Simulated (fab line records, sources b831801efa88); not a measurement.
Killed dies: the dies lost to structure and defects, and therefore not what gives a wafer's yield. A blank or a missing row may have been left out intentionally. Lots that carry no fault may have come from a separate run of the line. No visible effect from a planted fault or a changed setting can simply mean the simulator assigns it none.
Which tool is to blame? + flow gf180mcu + 24 lots, 72 wafers sampled, at 5 steps of a route of 602

WHAT THE GAUGES SHOWED, per wafer
GF_VT_IMPLANT_OVL_MEAS_18. Usual: for VT_IMPLANT_01_OVL the level is 0.4 nm and the standard deviation is 1.1.
| lot  | measured     | on         | VT_IMPLANT_01_OVL (nm) | flag |
|------|--------------|------------|------------------------|------|
| L074 | day 6 04:54  | overlay-02 | -0.5 -1.0 0.1          |      |
| L075 | day 6 12:32  | overlay-01 | -0.3 0.4 1.2           |      |
| L076 | day 6 16:26  | overlay-01 | -0.5 -0.1 -0.9         |      |
| L077 | day 6 21:49  | overlay-01 | 1.3 0.8 -0.5           |      |
| L078 | day 7 06:00  | overlay-01 | 0.8 0.0 1.9            |      |
| L079 | day 7 12:09  | overlay-01 | 1.0 0.6 0.2            |      |
| L080 | day 7 19:24  | overlay-01 | 0.1 1.0 -0.4           |      |
| L081 | day 8 06:10  | overlay-01 | -0.1 -0.2 -1.0         |      |
| L082 | day 8 07:48  | overlay-01 | 0.8 1.1 0.3            |      |
| L083 | day 8 17:21  | overlay-02 | -1.2 -0.4 -0.4         |      |
| L084 | day 9 00:23  | overlay-02 | -0.9 0.2 0.9           |      |
| L085 | day 9 07:40  | overlay-01 | -0.6 -0.4 -0.1         |      |
| L086 | day 9 13:34  | overlay-01 | 1.6 -0.8 0.0           |      |
| L087 | day 9 17:53  | overlay-01 | 0.2 1.1 -1.1           |      |
| L088 | day 9 23:24  | overlay-02 | 0.9 2.9 1.5            |      |
| L089 | day 10 07:20 | overlay-01 | -1.4 2.7 1.3           |      |
| L090 | day 10 12:09 | overlay-02 | 0.0 1.3 -2.1           |      |
| L091 | day 10 17:02 | overlay-01 | 0.4 0.1 -1.9           |      |
| L092 | day 10 21:21 | overlay-01 | 1.5 -0.1 1.9           |      |
| L093 | day 11 05:46 | overlay-02 | -0.1 0.6 -0.3          |      |
| L094 | day 11 12:25 | overlay-01 | 0.0 -1.8 0.3           |      |
| L095 | day 11 23:29 | overlay-01 | 1.4 3.2 1.7            |      |
| L096 | day 12 05:48 | overlay-01 | 0.3 0.6 1.3            |      |
| L097 | day 12 08:41 | overlay-01 | 1.6 0.9 0.8            |      |

GF_V1_THK_MEAS_25: measures by xrf. Usual: for V1_W_THK the level is 358 nm and the standard deviation is 5.6.
| lot  | measured     | on            | V1_W_THK (nm) | flag |
|------|--------------|---------------|---------------|------|
| L074 | day 18 01:14 | film_metro-04 | 361 362 359   |      |
| L075 | day 18 06:44 | film_metro-02 | 363 363 356   |      |
| L076 | day 18 15:23 | film_metro-02 | 353 362 354   |      |
| L077 | day 18 21:59 | film_metro-02 | 359 365 364   |      |
| L078 | day 19 12:29 | film_metro-04 | 357 363 361   |      |
| L079 | day 19 19:58 | film_metro-02 | 355 360 357   |      |
| L080 | day 20 08:03 | film_metro-04 | 355 354 351   |      |
| L081 | day 21 00:46 | film_metro-04 | 354 350 356   |      |
| L082 | day 21 01:35 | film_metro-02 | 356 354 359   |      |
| L083 | day 21 17:16 | film_metro-04 | 354 360 359   |      |
| L084 | day 22 00:20 | film_metro-03 | 365 368 365   |      |
| L085 | day 22 09:20 | film_metro-02 | 352 361 356   |      |
| L086 | day 22 18:57 | film_metro-04 | 354 359 357   |      |
| L087 | day 22 21:11 | film_metro-04 | 354 356 347   |      |
| L088 | day 23 06:16 | film_metro-03 | 363 365 366   |      |
| L089 | day 23 15:14 | film_metro-02 | 358 356 356   |      |
| L090 | day 23 23:43 | film_metro-04 | 361 362 358   |      |
| L091 | day 24 05:58 | film_metro-03 | 365 371 356   |      |
| L092 | day 24 09:06 | film_metro-02 | 357 351 358   |      |
| L093 | day 25 01:35 | film_metro-04 | 354 349 347   |      |
| L094 | day 25 07:10 | film_metro-03 | 363 362 362   |      |
| L095 | day 25 20:56 | film_metro-04 | 349 341 348   |      |
| L096 | day 26 06:38 | film_metro-04 | 359 360 358   |      |
| L097 | day 26 08:19 | film_metro-03 | 367 365 366   |      |

GF_V2_THK_MEAS_01. Usual: for V2_CVD_00_THK the level is 598 nm and the standard deviation is 8.7.
| lot  | measured     | on            | V2_CVD_00_THK (nm) | flag |
|------|--------------|---------------|--------------------|------|
| L074 | day 19 01:59 | film_metro-01 | 593 603 587        |      |
| L075 | day 19 07:24 | film_metro-04 | 599 591 599        |      |
| L076 | day 19 17:32 | film_metro-04 | 597 605 604        |      |
| L077 | day 20 00:11 | film_metro-04 | 600 602 597        |      |
| L078 | day 20 14:20 | film_metro-03 | 606 599 604        |      |
| L079 | day 20 22:17 | film_metro-01 | 586 587 585        |      |
| L080 | day 21 10:16 | film_metro-01 | 591 583 598        |      |
| L081 | day 22 02:14 | film_metro-04 | 576 601 581        |      |
| L082 | day 22 02:53 | film_metro-01 | 608 604 610        |      |
| L083 | day 22 17:54 | film_metro-03 | 593 611 590        |      |
| L084 | day 23 00:58 | film_metro-04 | 594 592 594        |      |
| L085 | day 23 09:46 | film_metro-04 | 598 604 595        |      |
| L086 | day 23 19:26 | film_metro-04 | 607 608 609        |      |
| L087 | day 23 21:35 | film_metro-03 | 598 599 599        |      |
| L088 | day 24 06:39 | film_metro-03 | 611 610 596        |      |
| L089 | day 24 14:29 | film_metro-01 | 607 589 603        |      |
| L090 | day 24 23:23 | film_metro-01 | 596 598 596        |      |
| L091 | day 25 05:10 | film_metro-03 | 598 612 595        |      |
| L092 | day 25 08:19 | film_metro-03 | 588 585 580        |      |
| L093 | day 25 23:47 | film_metro-04 | 594 592 610        |      |
| L094 | day 26 05:23 | film_metro-03 | 597 599 601        |      |
| L095 | day 26 18:35 | film_metro-03 | 602 605 607        |      |
| L096 | day 27 04:28 | film_metro-04 | 605 593 613        |      |
| L097 | day 27 05:47 | film_metro-01 | 595 595 597        |      |

GF_V3_RS_MEAS_24: the measuring method here is four-point-probe. Usual: for V3_W_RS the level is 0.328 ohm/sq and the standard deviation is 0.0042.
| lot  | measured     | on            | V3_W_RS (ohm/sq)  | flag |
|------|--------------|---------------|-------------------|------|
| L074 | day 22 06:02 | film_metro-02 | 0.327 0.331 0.320 |      |
| L075 | day 22 11:52 | film_metro-02 | 0.330 0.333 0.323 |      |
| L076 | day 22 21:51 | film_metro-03 | 0.334 0.328 0.328 |      |
| L077 | day 23 04:21 | film_metro-02 | 0.331 0.332 0.328 |      |
| L078 | day 23 16:23 | film_metro-04 | 0.321 0.332 0.323 |      |
| L079 | day 24 00:19 | film_metro-03 | 0.326 0.331 0.326 |      |
| L080 | day 24 12:11 | film_metro-03 | 0.335 0.329 0.333 |      |
| L081 | day 25 02:09 | film_metro-02 | 0.335 0.331 0.328 |      |
| L082 | day 25 02:47 | film_metro-04 | 0.327 0.330 0.331 |      |
| L083 | day 25 18:02 | film_metro-02 | 0.328 0.328 0.331 |      |
| L084 | day 25 23:56 | film_metro-02 | 0.323 0.324 0.325 |      |
| L085 | day 26 08:23 | film_metro-02 | 0.327 0.326 0.327 |      |
| L086 | day 26 16:29 | film_metro-02 | 0.329 0.322 0.325 |      |
| L087 | day 26 17:19 | film_metro-03 | 0.332 0.326 0.339 |      |
| L088 | day 27 02:51 | film_metro-02 | 0.327 0.324 0.333 |      |
| L089 | day 27 09:50 | film_metro-04 | 0.323 0.336 0.336 |      |
| L090 | day 27 16:47 | film_metro-03 | 0.323 0.322 0.322 |      |
| L091 | day 27 23:34 | film_metro-03 | 0.329 0.338 0.327 |      |
| L092 | day 28 01:50 | film_metro-03 | 0.321 0.327 0.332 |      |
| L093 | day 28 17:07 | film_metro-03 | 0.326 0.330 0.330 |      |
| L094 | day 28 21:05 | film_metro-02 | 0.333 0.324 0.336 |      |
| L095 | day 29 09:04 | film_metro-03 | 0.325 0.326 0.332 |      |
| L096 | day 29 18:29 | film_metro-03 | 0.326 0.326 0.326 |      |
| L097 | day 29 20:06 | film_metro-04 | 0.326 0.325 0.333 |      |

TOOL THAT RAN EACH LOT (tool first, then ch and the chambers of the sampled wafers, then the start)
| lot  | GF_V2_CMP_04                  |
|------|-------------------------------|
| L074 | cmp-01 ch 2,3, day 19 02:13   |
| L075 | cmp-01 ch 1,2, day 19 07:40   |
| L076 | cmp-02 ch 1,2, day 19 17:56   |
| L077 | cmp-02 ch 0,3, day 20 00:26   |
| L078 | cmp-02 ch 1,3, day 20 14:34   |
| L079 | cmp-01 ch 1,2,3, day 20 22:28 |
| L080 | cmp-02 ch 0,2,3, day 21 10:26 |
| L081 | cmp-01 ch 2,3, day 22 02:27   |
| L082 | cmp-01 ch 0,1,3, day 22 03:04 |
| L083 | cmp-02 ch 0,3, day 22 18:08   |
| L084 | cmp-02 ch 0,2, day 23 01:12   |
| L085 | cmp-02 ch 0,1,2, day 23 10:07 |
| L086 | cmp-01 ch 0,3, day 23 19:36   |
| L087 | cmp-01 ch 0,1,3, day 23 21:46 |
| L088 | cmp-01 ch 0,1, day 24 06:52   |
| L089 | cmp-02 ch 2,3, day 24 14:40   |
| L090 | cmp-01 ch 0,1,2, day 24 23:34 |
| L091 | cmp-02 ch 0,1,3, day 25 05:28 |
| L092 | cmp-02 ch 0,1,3, day 25 08:35 |
| L093 | cmp-02 ch 2,3, day 26 00:19   |
| L094 | cmp-02 ch 0,2,3, day 26 05:39 |
| L095 | cmp-01 ch 0,1,2, day 26 19:00 |
| L096 | cmp-01 ch 1,2,3, day 27 04:39 |
| L097 | cmp-01 ch 2,3, day 27 06:13   |
- GF_V2_CMP_04: polishes SiO2.

WHAT THE TOOLS THEMSELVES READ (means of the sampled wafers that have a number; where no wafer has one, the mark that the record gives instead)
GF_V2_CMP_04. Usual: motor_current_A 11.4 A, standard deviation 1.3; retaining_ring_pressure_frac 1.000, standard deviation 0.0049; time_to_endpoint_s 79 s, standard deviation 6.3.
| lot  | tool   | motor_current_A (A) | retaining_ring_pressure_frac | time_to_endpoint_s (s) | flag |
|------|--------|---------------------|------------------------------|------------------------|------|
| L074 | cmp-01 | 11.7                | 1.003                        | 82                     |      |
| L075 | cmp-01 | 11.6                | 1.001                        | 80                     |      |
| L076 | cmp-02 | 12.8                | 0.999                        | 83                     |      |
| L077 | cmp-02 | 10.8                | 1.007                        | 75                     |      |
| L078 | cmp-02 | 11.8                | 1.000                        | 73                     |      |
| L079 | cmp-01 | 10.8                | 0.999                        | 78                     |      |
| L080 | cmp-02 | 11.1                | 0.999                        | 79                     |      |
| L081 | cmp-01 | 11.8                | 0.998                        | 76                     |      |
| L082 | cmp-01 | 10.4                | 0.999                        | 77                     |      |
| L083 | cmp-02 | 10.7                | 1.004                        | 76                     |      |
| L084 | cmp-02 | 11.7                | 1.000                        | 83                     |      |
| L085 | cmp-02 | 12.4                | 0.996                        | 83                     |      |
| L086 | cmp-01 | 10.7                | 0.997                        | 82                     |      |
| L087 | cmp-01 | 10.7                | 1.002                        | 77                     |      |
| L088 | cmp-01 | 9.8                 | 1.002                        | 84                     |      |
| L089 | cmp-02 | 11.2                | 0.996                        | 82                     |      |
| L090 | cmp-01 | 10.7                | 0.998                        | 81                     |      |
| L091 | cmp-02 | 11.9                | 0.998                        | 82                     |      |
| L092 | cmp-02 | 11.7                | 1.009                        | 79                     |      |
| L093 | cmp-02 | 11.6                | 1.002                        | 86                     |      |
| L094 | cmp-02 | 11.0                | 1.000                        | 76                     |      |
| L095 | cmp-01 | 10.2                | 1.001                        | 80                     |      |
| L096 | cmp-01 | 10.7                | 1.005                        | 83                     |      |
| L097 | cmp-01 | 11.8                | 0.995                        | 77                     |      |

THE ANSWER, worked out from the rows above alone
Rule: lot off if the mean of its wafers having a number is beyond 3 standard deviations from the usual mean. Also off: a lot with no number at a reading for which 4 or more lots have one. All remaining lots with rows at the step are treated as sound. First the gauges in route order, then the tools' own readings, where a lot's mean is used as printed above. The first step at which some lot is off is used, and at that step the reading that is off furthest; a lot without a number counts as furthest.
No lot is off at any reading shown: from this, nothing can be told.

WHAT WAS PUT IN BY THE SIMULATOR
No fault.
